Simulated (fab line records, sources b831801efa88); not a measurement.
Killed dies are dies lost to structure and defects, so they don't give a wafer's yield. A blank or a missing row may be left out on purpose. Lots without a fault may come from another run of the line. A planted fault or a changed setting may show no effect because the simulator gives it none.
A struck lot beside a sound one | flow gf180mcu | 43 steps out of a route of 602
Sound: wafers L157.2, L157.3, L157.6. Struck: wafers L173.4, L173.5. (L173.3 of the same lot was not struck and is left out.) The cause comes at the end.
At each step with rows: each side's tool, then ch and its chambers, then its first start. Under that, the readings that differ: sound wafers | struck wafers | difference of the means | sigmas: that difference in standard deviations of wafers without a fault.
alike: readings whose means differ by less than 2 such deviations, and words and numbers that are the same on both sides. not compared: withheld readings, readings that some wafer has no value for, bounds like >300 that may hide the same value, and numbers for which the record gives no deviation and whose values overlap.
The two part at a step that has a row with sigmas, a row that says differs or no value, or rows on one side only. Numbers that don't overlap but have no deviation are shown without sigmas and don't part them. A reading that every wafer of one side lacks parts them only if that side has two wafers or more.

first, 8 steps without rows for these wafers: GF_V4_DEHYDRATE_06 (time 60 s); GF_V4_HMDS_07 (prime time 60 s); GF_V4_COAT_08; GF_V4_COAT_09 (resist thk 1000 nm); GF_V4_SOFTBAKE_10 (time 60 s); GF_V4_EXPOSE_11 (exposes mask Via4, target cd 260 nm); GF_V4_PEB_12 (peb time 90 s); GF_V4_DEVELOP_13 (develop time 60 s).
GF_V4_CD_MEAS_14: target cd 260 nm.
  sound on cd_sem-02, day 26 06:43; struck on cd_sem-01, day 31 13:32
  alike: cd_nm
GF_V4_OVL_MEAS_15:
  sound on overlay-01, day 26 06:50; struck on overlay-02, day 31 13:38
  alike: V4_OVL
then, 2 steps without rows for these wafers: GF_V4_ETCH_16 (etches BARC in N2/H2); GF_V4_ETCH_17 (etches SiO2 in C4F8/O2/Ar, stops on TiN, target depth 630 nm).
GF_V4_STRIP_18: strips in O2/N2.
  sound on plasma_asher-03 ch 0,1, day 26 06:59; struck on plasma_asher-03 ch 0, day 31 13:49
  alike: drypump_motor_current_A, heater_power_w, oes_product_au
  not compared: rf_hours_counter_h
then, 2 steps without rows for these wafers: GF_V4_STRIP_19 (strips in post etch residue remover, time 1200 s); GF_V4_CLEAN_20 (cleans in DIW).
GF_V4_SPUTTER_21: material Ti, target thk 15 nm, time 80.02 s.
  sound on pvd_sputter-04, day 26 07:52; struck on pvd_sputter-04, day 31 14:19
  alike: throttle_valve_pct
then, 2 steps without rows for these wafers: GF_V4_SPUTTER_22 (material TiN, target thk 10 nm, time 40 s); GF_V4_CVD_23 (deposits W, target thk 350 nm, time 104.9 s).
GF_V4_RS_MEAS_24: measures by four-point-probe.
  sound on film_metro-03, day 26 08:05; struck on film_metro-03, day 31 14:34
  reading          | sound                | struck        | difference | sigmas
  V4_W_RS (ohm/sq) | 0.3278 0.3293 0.3264 | 0.3211 0.3210 | -0.0068    | -2
GF_V4_THK_MEAS_25: measures by xrf.
  sound on film_metro-03, day 26 08:12; struck on film_metro-03, day 31 14:40
  reading       | sound       | struck  | difference | sigmas
  V4_W_THK (nm) | 343 342 346 | 357 354 | +12        | +3
GF_V4_CMP_26: polishes, stops on SiO2, t overpolish 15 s, target thk 0 nm.
  sound on cmp-02 ch 0,2,3, day 26 08:15; struck on cmp-02 ch 1,2, day 31 14:43
  alike: motor_current_A, overpolish_run_s, time_to_endpoint_s
then, 6 steps without rows for these wafers: GF_MIM_SPUTTER_00 (material Ti, target thk 37.5 nm, time 150 s); GF_MIM_SPUTTER_01 (material TiN, target thk 30 nm, time 25 s); GF_MIM_SPUTTER_02 (material AlCu, target thk 450 nm, time 23.9 s); GF_MIM_SPUTTER_03 (material Ti, target thk 10 nm, time 6.7 s); GF_MIM_SPUTTER_04 (material TiN, target thk 50 nm, time 41.7 s); GF_MIM_CVD_05 (deposits Si3N4, target thk 42 nm, time 29.086 s).
GF_MIM_THK_MEAS_06:
  sound on film_metro-02, day 26 08:49; struck on film_metro-04, day 31 15:17
  alike: MIM_CVD_05_THK
then, 1 step without rows for these wafers: GF_MIM_SPUTTER_07 (material TiN, target thk 60 nm, time 50 s).
GF_MIM_SPUTTER_08: material AlCu, target thk 200 nm, time 10.6 s.
  sound on pvd_sputter-01, day 26 08:55; struck on pvd_sputter-03, day 31 15:22
  alike: throttle_valve_pct
GF_MIM_SPUTTER_09: material TiN, target thk 35 nm, time 29.2 s.
  sound on pvd_sputter-01, day 26 08:56; struck on pvd_sputter-03, day 31 15:23
  alike: throttle_valve_pct
GF_MIM_RS_MEAS_10: measures by four-point-probe.
  sound on film_metro-01, day 26 08:59; struck on film_metro-01, day 31 15:28
  alike: MIM_ALCU_RS
GF_MIM_THK_MEAS_11: measures by xrf.
  sound on film_metro-01, day 26 09:06; struck on film_metro-01, day 31 15:34
  alike: MIM_ALCU_THK
then, 8 steps without rows for these wafers: GF_MIM_DEHYDRATE_12 (time 60 s); GF_MIM_HMDS_13 (prime time 60 s); GF_MIM_COAT_14 (resist thk 1000 nm); GF_MIM_SOFTBAKE_15 (time 60 s); GF_MIM_EXPOSE_16 (exposes mask FuseTop, target cd 2000 nm); GF_MIM_PEB_17; GF_MIM_DEVELOP_18 (develop time 60 s); GF_MIM_METAL_ETCH_19 (etches the open film in Cl2/BCl3, stops on Si3N4, target depth 324.5 nm, time 54.1 s).
GF_MIM_STRIP_20: strips in O2/N2.
  sound on plasma_asher-02 ch 0,1, day 27 05:30; struck on plasma_asher-04 ch 0,1, day 32 08:30
  alike: drypump_motor_current_A, heater_power_w, oes_product_au, strip_time_to_endpoint_s
  not compared: rf_hours_counter_h
-- the record jumps here: 3 days lie between the struck wafers' starts before and after (it left off in module MIM and takes up again in module PASSIVATION, whose first step shown is number 602 of the route) --
GF_PASSIVATION_PROBE_99:
  the record has rows for the struck wafers here (prober-01, day 35 04:38) and none for the sound ones

WHERE THEY PART
First at GF_V4_RS_MEAS_24; last, within this record, at GF_PASSIVATION_PROBE_99.

WHY: what the simulator had put in
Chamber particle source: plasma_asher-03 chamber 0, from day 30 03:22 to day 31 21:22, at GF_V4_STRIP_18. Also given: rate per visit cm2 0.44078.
